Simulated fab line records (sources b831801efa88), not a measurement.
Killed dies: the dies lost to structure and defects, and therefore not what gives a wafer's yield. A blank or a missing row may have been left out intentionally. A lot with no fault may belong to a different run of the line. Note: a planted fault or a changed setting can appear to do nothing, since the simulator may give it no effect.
fab line records | flow sky130 | part 2 of 2: steps 30 to 37 of 37
record lots=5 wafers=15 last-day=50
route steps=708 shown LOCAL_INTERCONNECT@394 CONTACT@406
lots untouched by any fault: they come from a run of this same line in which no faults occurred
start-h: the number of hours between the record's first day and the start of the first shown wafer of the lot | wait-h: hours elapsed since this lot's preceding step | " unchanged from the row above | L1.1+2: a single row standing in for several wafers | - no value, or no start given | * or withheld: withheld | < > ~ a bound
route shown NAME@n: a module of which the file shows steps, and the number in the route of the first | usual: average and standard deviation across the fault-free wafers | same: alike in all rows | chamber/n: place in a boat | sites: readings site by site | _std_site: how widely they spread, as a standard deviation | _edge_site: the outer-site mean with the inner-site mean subtracted | radius-mm: for every site, how far away it sits from the centre of the wafer | mask NAME#n: copy n | behind: tool/chamber where the wafer was last shaped | hold: cause of the lot's hold/its duration in hours/its outcome | device: transistor that didn't switch, given as n, p or np | end of line: at the end of the route, the tests of the same wafers | where a step has no rows: the recipe by itself | killed: dies lost to structure and defects at the first sort, not the wafer's yield | map: dies across one wafer; x = killed, . = not, _ = none there
set.NAME: the run value of the setting; set.NAME@STEP: its run value at that earlier step | model.NAME: the simulator's own value behind a step, which no gauge read
certain route steps with their lots: each step a table, each wafer a row
services: the hour from which a tool's chamber was out of use, counted from the record's first day as start-h (under 0 if before that day), plus the number of hours and why
## steps
# step SKY_CONTACT_ETCH_17
# recipe target=SiO2 chemistry=C4F8/O2/Ar stop-on=Si3N4 mask-material=KrF-thick source-w=1500 bias-w=1200 pressure-mtorr=40 c4f8-flow-sccm=withheld O2_flow_sccm=6 Ar_flow_sccm=300 time-s=withheld target-depth-a=3400
# usual oes-product-au=0.891/0.0045
# columns lot.wafer tool chamber start-h wait-h oes-product-au
L078.1 rie-diel-03 1 766.99 0.0 0.892
L078.3 " 3 " " 0.891
L078.6 " 2 " " 0.889
L081.3 rie-diel-04 2 796.44 0.0 0.895
L081.5 " 1 " " 0.897
L081.6 " 2 " " 0.898
L089.2 rie-diel-01 1 854.06 0.0 0.893
L089.3 " 0 " " 0.898
L089.5 " 2 " " 0.887
L094.1 rie-diel-01 2 896.06 0.0 0.897
L094.4 " 3 " " 0.896
L094.5 " 1 " " 0.893
L096.2 rie-diel-01 3 901.51 0.0 0.890
L096.5 " 0 " " 0.887
L096.6 " 3 " " 0.889
# step SKY_CONTACT_ETCH_18
# recipe target=Si3N4 chemistry=CHF3/O2 stop-on=TiN source-w=600 bias-w=200 pressure-mtorr=40 chf3-flow-sccm=50 O2_flow_sccm=5 time-s=39 target-depth-a=750
# usual drypump-motor-current-A=5.7/0.51 oes-product-au=0.859/0.0071 throttle-valve-pct=8.794/0.0092
# same time-s=39
# columns lot.wafer tool chamber start-h wait-h drypump-motor-current-A oes-product-au rf-hours-counter-h throttle-valve-pct
L078.1 rie-diel-03 1 - - 4.8 0.856 17 8.795
L078.3 " 3 " " 5.3 0.855 3 8.777
L078.6 " 2 " " 6.1 0.859 - 8.793
L081.3 rie-diel-04 2 - - 5.2 0.850 13 8.792
L081.5 " 1 " " 6.3 0.860 - 8.784
L081.6 " 2 " " 5.2 0.855 - 8.795
L089.2 rie-diel-01 1 - - 6.3 0.851 19 8.787
L089.3 " 0 " " 6.0 0.853 1 8.788
L089.5 " 2 " " 5.3 0.863 - 8.804
L094.1 rie-diel-01 2 - - 5.3 0.864 12 8.789
L094.4 " 3 " " 5.7 0.860 1 8.798
L094.5 " 1 " " 6.3 0.861 - 8.809
L096.2 rie-diel-01 3 - - 5.7 0.867 1 8.795
L096.5 " 0 " " 6.0 0.865 - 8.798
L096.6 " 3 " " 5.7 0.857 - 8.787
# step SKY_CONTACT_STRIP_19
# recipe chemistry=O2/N2 power-w=1400 pressure-mtorr=1500 platen-temp-c=withheld o2-flow-sccm=3000 n2-flow-sccm=300 overash-fraction=0.5
# usual drypump-motor-current-A=5.5/0.62 oes-product-au=0.380/0.0045 strip-time-to-endpoint-s=3.62/0.04
# columns lot.wafer tool chamber start-h wait-h drypump-motor-current-A oes-product-au rf-hours-counter-h strip-time-to-endpoint-s
L078.1 plasma-asher-04 0 767.08 - 6.3 0.382 68 3.65
L078.3 " 1 " " 5.0 0.378 - 3.67
L078.6 " 0 " " 6.4 0.380 - 3.59
L081.3 plasma-asher-04 1 796.56 - 5.0 0.388 - 3.59
L081.5 " 0 " " 6.4 0.382 - 3.49
L081.6 " 1 " " 4.9 0.385 - 3.59
L089.2 plasma-asher-01 1 854.15 - 5.0 0.376 33 3.57
L089.3 " 1 " " 5.0 0.379 - 3.67
L089.5 " 1 " " 5.0 0.381 - 3.59
L094.1 plasma-asher-03 1 896.15 - 6.0 0.378 112 3.60
L094.4 " 1 " " 6.0 0.378 - 3.62
L094.5 " 1 " " 6.0 0.373 - 3.61
L096.2 plasma-asher-03 1 901.60 - 6.0 0.388 113 3.63
L096.5 " 1 " " 6.0 0.382 - 3.67
L096.6 " 0 " " 6.0 0.380 - 3.63
# step SKY_CONTACT_STRIP_20
# recipe chemistry=post-etch-residue-remover time-s=1200 temp-c=72.5
# usual bath-guard-temp-C=72.5/0.44 bath-heat-duty-pct=15.1/1.5
# same time-s=1200
# columns lot.wafer tool chamber start-h wait-h bath-guard-temp-C bath-heat-duty-pct
L078.1 wet-bench-03 0 767.18 0.1 73.0 14.8
L078.3 " 0 " " 72.8 14.5
L078.6 " 0 " " 72.6 12.7
L081.3 wet-bench-03 2 796.63 0.0 72.3 15.9
L081.5 " 2 " " 72.0 15.5
L081.6 " 2 " " 72.4 15.3
L089.2 wet-bench-01 1 854.25 0.1 72.1 18.2
L089.3 " 1 " " 72.5 18.5
L089.5 " 1 " " 72.7 17.9
L094.1 wet-bench-03 0 896.25 0.1 72.8 13.9
L094.4 " 0 " " 72.6 14.4
L094.5 " 0 " " 72.9 13.8
L096.2 wet-bench-02 0 901.70 0.1 72.4 14.8
L096.5 " 0 " " 72.4 16.4
L096.6 " 0 " " 72.6 15.2
# step SKY_CONTACT_CLEAN_21
# recipe chemistry=IPA time-s=180 temp-c=25
# usual bath-heat-duty-pct=6.6/0.97
# same time-s=180
# columns lot.wafer tool chamber start-h wait-h bath-heat-duty-pct
L078.1 wet-bench-01 3 767.52 0.0 6.2
L078.3 " 3 " " 5.8
L078.6 " 3 " " 5.7
L081.3 wet-bench-01 0 796.97 0.0 5.6
L081.5 " 0 " " 6.2
L081.6 " 0 " " 5.5
L089.2 wet-bench-03 0 854.59 0.0 5.8
L089.3 " 0 " " 5.7
L089.5 " 0 " " 5.9
L094.1 wet-bench-01 1 896.59 0.0 7.1
L094.4 " 1 " " 7.6
L094.5 " 1 " " 7.8
L096.2 wet-bench-01 1 902.07 0.0 8.7
L096.5 " 1 " " 8.1
L096.6 " 1 " " 8.8
# step SKY_CONTACT_CLEAN_22
# recipe chemistry=O3/DIW dry=n2-spin
# columns lot.wafer tool chamber start-h wait-h
L078.1+3+6 wet-bench-02 1 767.58 0.0
L081.3+5+6 wet-bench-02 2 797.03 0.0
L089.2+3+5 wet-bench-02 1 854.65 0.0
L094.1+4+5 wet-bench-03 0 896.65 0.0
L096.2+5+6 wet-bench-03 0 902.13 0.0
# step SKY_CONTACT_SPUTTER_23
# recipe material=TiN target-thk-nm=20 chamber-pressure-pa=5 power-w=4000 time-s=80
# usual throttle-valve-pct=30.0/0.86
# same time-s=80
# columns lot.wafer tool chamber start-h wait-h throttle-valve-pct
L078.1 pvd-sputter-01 - 767.67 0.0 28.3
L078.3 " - " " 30.2
L078.6 " - " " 31.4
L081.3 pvd-sputter-03 - 797.12 0.0 30.2
L081.5 " - " " 30.1
L081.6 " - " " 30.4
L089.2 pvd-sputter-01 - 854.84 0.0 30.3
L089.3 " - " " 28.5
L089.5 " - " " 31.1
L094.1 pvd-sputter-02 - 896.74 0.0 29.7
L094.4 " - " " 28.7
L094.5 " - " " 28.9
L096.2 pvd-sputter-03 - 902.22 0.0 30.3
L096.5 " - " " 30.6
L096.6 " - " " 31.4
# step SKY_CONTACT_CVD_24
# recipe material=W target-thk-nm=340 time-s=102.12 temp-c=400 pressure-torr=40
# usual heater-power-w=829/33
# same time-s=102.12
# columns lot.wafer tool chamber start-h wait-h heater-power-w
L078.1 cvd-w-02 1 767.73 0.0 792
L078.3 " 0 " " 845
L078.6 " 0 " " 821
L081.3 cvd-w-02 0 797.22 0.1 814
L081.5 " 0 " " 806
L081.6 " 1 " " 787
L089.2 cvd-w-02 1 855.67 0.8 792
L089.3 " 1 " " 780
L089.5 " 0 " " 843
L094.1 cvd-w-01 1 896.80 0.0 830
L094.4 " 0 " " 890
L094.5 " 1 " " 820
L096.2 cvd-w-02 1 902.28 0.0 814
L096.5 " 1 " " 787
L096.6 " 0 " " 834
## services
# columns tool chamber start-h hours kind
rie-diel-01 2 708.40 2.8 repair
rie-diel-01 2 719.68 3.7 repair
cvd-w-02 - 721.90 6.9 pm
rie-metal-04 - 731.55 0.4 repair
krf-scanner-01 - 735.55 1.0 pm
krf-scanner-01 - 762.34 1.3 pm
krf-scanner-01 - 769.07 0.8 pm
krf-scanner-01 - 775.37 0.4 repair
rie-metal-04 1 780.60 1.7 repair
rie-diel-01 0 787.15 32.6 repair
rie-diel-01 2 788.93 11.4 repair
wet-bench-03 - 797.81 1.4 repair
hdpcvd-01 - 829.90 2.0 repair
rie-diel-01 - 832.60 1.2 repair
rie-metal-04 0 839.96 4.4 repair
wet-bench-02 - 840.44 4.2 repair
rie-diel-01 3 842.05 5.9 repair
rie-diel-01 1 846.89 4.7 repair
cvd-w-02 0 847.85 3.0 repair
cvd-w-02 - 849.37 1.4 repair
cvd-w-02 - 857.63 0.6 repair
wet-bench-03 - 871.44 0.8 repair
hdpcvd-01 - 894.23 2.8 pm
rie-diel-01 - 895.57 0.1 repair
